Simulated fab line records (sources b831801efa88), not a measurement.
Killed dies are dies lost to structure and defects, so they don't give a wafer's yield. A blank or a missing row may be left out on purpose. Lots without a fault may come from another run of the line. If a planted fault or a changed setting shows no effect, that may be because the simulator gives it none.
The tool behind it: which one? -- flow gf180mcu -- 14 lots with 42 wafers sampled at 4 steps, on a route of 602 steps

WHAT THE GAUGES SHOWED, per wafer
The record holds no reading of a measuring or inspecting step that can be judged against a usual standard deviation.

WHICH TOOL RAN EACH LOT (tool, then ch and the chambers of the sampled wafers, then the start)
lot,GF_MVPSD_EXPOSE_04,GF_SAB_ETCH_11,GF_SALICIDE_SPUTTER_02,GF_SALICIDE_RTA_08
L728,"iline-stepper-01 ch 0, day 4 22:29","rie-diel-02 ch 0,2, day 15 07:44","pvd-sputter-04, day 15 08:05","rtp-anneal-02 ch 0, day 15 08:32"
L729,"iline-stepper-01 ch 0, day 5 04:16","rie-diel-03 ch 0,3, day 15 18:41","pvd-sputter-02, day 15 19:02","rtp-anneal-02 ch 0, day 15 19:34"
L730,"iline-stepper-01 ch 0, day 5 10:21","rie-diel-03 ch 0,1,2, day 16 02:52","pvd-sputter-04, day 16 03:13","rtp-anneal-01 ch 0, day 16 03:42"
L731,"iline-stepper-01 ch 0, day 5 15:16","rie-diel-02 ch 1,2, day 16 12:27","pvd-sputter-04, day 16 12:49","rtp-anneal-01 ch 0, day 16 13:17"
L732,"iline-stepper-02 ch 0, day 5 21:35","rie-diel-03 ch 1,2,3, day 16 21:14","pvd-sputter-03, day 16 21:34","rtp-anneal-02 ch 0, day 16 22:03"
L734,"iline-stepper-02 ch 0, day 6 11:50","rie-diel-03 ch 0,1, day 17 18:04","pvd-sputter-04, day 17 18:24","rtp-anneal-01 ch 0, day 17 18:50"
L736,"iline-stepper-01 ch 0, day 6 22:52","rie-diel-01 ch 0,1,3, day 18 14:16","pvd-sputter-02, day 18 14:37","rtp-anneal-01 ch 0, day 18 15:02"
L737,"iline-stepper-02, day 7 04:19","rie-diel-01 ch 0,1,2, day 18 18:08","pvd-sputter-03, day 18 18:29","rtp-anneal-02 ch 0, day 18 18:55"
L738,"iline-stepper-01, day 7 15:16","rie-diel-02 ch 0,1,2, day 19 11:11","pvd-sputter-03, day 19 11:32","rtp-anneal-02 ch 0, day 19 11:58"
L744,"iline-stepper-02 ch 0, day 8 21:37","rie-diel-01 ch 0,1,3, day 21 09:14","pvd-sputter-04, day 21 09:35","rtp-anneal-02 ch 0, day 21 10:01"
L746,"iline-stepper-01 ch 0, day 9 10:16","rie-diel-01 ch 1,2,3, day 22 02:55","pvd-sputter-02, day 22 03:15","rtp-anneal-02 ch 0, day 22 03:41"
L747,"iline-stepper-02 ch 0, day 9 18:02","rie-diel-03 ch 0,1,2, day 22 11:56","pvd-sputter-02, day 22 12:18","rtp-anneal-01 ch 0, day 22 12:44"
L748,"iline-stepper-02 ch 0, day 9 22:33","rie-diel-02 ch 0,1,3, day 22 17:41","pvd-sputter-03, day 22 18:02","rtp-anneal-01 ch 0, day 22 18:28"
L749,"iline-stepper-02 ch 0, day 10 03:07","rie-diel-02 ch 1,2, day 23 00:47","pvd-sputter-04, day 23 01:07","rtp-anneal-01 ch 0, day 23 01:34"
- GF_MVPSD_EXPOSE_04: exposes mask MVPSD, target cd 1000 nm.
- GF_SAB_ETCH_11: etches SiO2 in C4F8/O2/Ar, target depth 55 nm, time 8.5 s.
- GF_SALICIDE_SPUTTER_02: material Co, target thk 10 nm, time 20 s.
- GF_SALICIDE_RTA_08: time 30 s.

WHAT THE TOOLS THEMSELVES READ (means of the sampled wafers that have a number; where no wafer has one, the mark that the record gives instead)
GF_MVPSD_EXPOSE_04. Usual: exposure-dose-mJ-cm2 260.01, standard deviation 0.25; focus-offset-nm -0.1 nm, standard deviation 0.47.
lot,tool,exposure-dose-mJ-cm2,focus-offset-nm (nm),flag
L728,iline-stepper-01,260.15,0.0,
L729,iline-stepper-01,259.94,0.3,
L730,iline-stepper-01,259.82,0.1,
L731,iline-stepper-01,259.81,-0.2,
L732,iline-stepper-02,259.87,-0.1,
L734,iline-stepper-02,260.27,-0.1,
L736,iline-stepper-01,259.95,-1.0,
L737,iline-stepper-02,-,-,OFF
L738,iline-stepper-01,-,-,OFF
L744,iline-stepper-02,260.39,-0.4,
L746,iline-stepper-01,260.08,-0.8,
L747,iline-stepper-02,259.71,0.4,
L748,iline-stepper-02,260.13,0.4,
L749,iline-stepper-02,259.97,0.1,

GF_SAB_ETCH_11. Usual: oes-product-au 1.001 a.u., standard deviation 0.0094.
lot,tool,oes-product-au (a.u.),flag
L728,rie-diel-02,0.995,
L729,rie-diel-03,0.994,
L730,rie-diel-03,1.004,
L731,rie-diel-02,1.000,
L732,rie-diel-03,1.003,
L734,rie-diel-03,1.005,
L736,rie-diel-01,1.005,
L737,rie-diel-01,0.998,
L738,rie-diel-02,1.004,
L744,rie-diel-01,0.997,
L746,rie-diel-01,0.999,
L747,rie-diel-03,0.994,
L748,rie-diel-02,0.999,
L749,rie-diel-02,1.003,

GF_SALICIDE_SPUTTER_02. Usual: chamber-pressure-pa 0.4000 Pa, standard deviation 0.00071; throttle-valve-pct 30.1 %, standard deviation 0.88.
lot,tool,chamber-pressure-pa (Pa),throttle-valve-pct (%),flag
L728,pvd-sputter-04,0.4002,30.3,
L729,pvd-sputter-02,0.3991,29.9,
L730,pvd-sputter-04,0.3997,30.7,
L731,pvd-sputter-04,0.4001,30.3,
L732,pvd-sputter-03,0.4000,29.7,
L734,pvd-sputter-04,0.3993,30.6,
L736,pvd-sputter-02,0.3999,30.0,
L737,pvd-sputter-03,0.3998,29.2,
L738,pvd-sputter-03,0.3996,30.9,
L744,pvd-sputter-04,0.3994,30.3,
L746,pvd-sputter-02,0.4006,29.6,
L747,pvd-sputter-02,0.4003,29.6,
L748,pvd-sputter-03,0.4002,30.5,
L749,pvd-sputter-04,0.3999,30.0,

GF_SALICIDE_RTA_08. Usual: lamp-power-pct 17.1 %, standard deviation 2.9; wafer_temp_C_max 804.0, standard deviation 1.2.
lot,tool,lamp-power-pct (%),wafer_temp_C_max,flag
L728,rtp-anneal-02,19.7,804.3,
L729,rtp-anneal-02,19.7,804.7,
L730,rtp-anneal-01,14.0,802.9,
L731,rtp-anneal-01,14.0,802.9,
L732,rtp-anneal-02,19.7,806.1,
L734,rtp-anneal-01,14.0,802.8,
L736,rtp-anneal-01,14.0,803.1,
L737,rtp-anneal-02,19.7,805.3,
L738,rtp-anneal-02,19.7,804.7,
L744,rtp-anneal-02,19.7,804.1,
L746,rtp-anneal-02,19.7,804.9,
L747,rtp-anneal-01,14.0,803.5,
L748,rtp-anneal-01,14.0,803.1,
L749,rtp-anneal-01,14.0,802.6,

THE ANSWER, worked out from the rows above alone
Rule: lot off if the mean of its wafers having a number is beyond 3 standard deviations from the usual mean. Also off: a lot with no number at a reading for which 4 or more lots have one. Where the step has rows for the other lots, those lots are counted as sound. First the gauges in route order, then the tools' own readings, where a lot's mean is used as printed above. At the first step where some lot is off, the reading lying furthest off is the one used; lots without a number count as furthest.
Off, at GF_MVPSD_EXPOSE_04 on exposure-dose-mJ-cm2: L737, L738. Without a number there: L737, L738.
If a tool, at that step or one of the process steps before it, ran each lot that is off and ran no sound lot following the first of them, it fits. None of those tried fits.

WHAT HAD BEEN PUT IN BY THE SIMULATOR
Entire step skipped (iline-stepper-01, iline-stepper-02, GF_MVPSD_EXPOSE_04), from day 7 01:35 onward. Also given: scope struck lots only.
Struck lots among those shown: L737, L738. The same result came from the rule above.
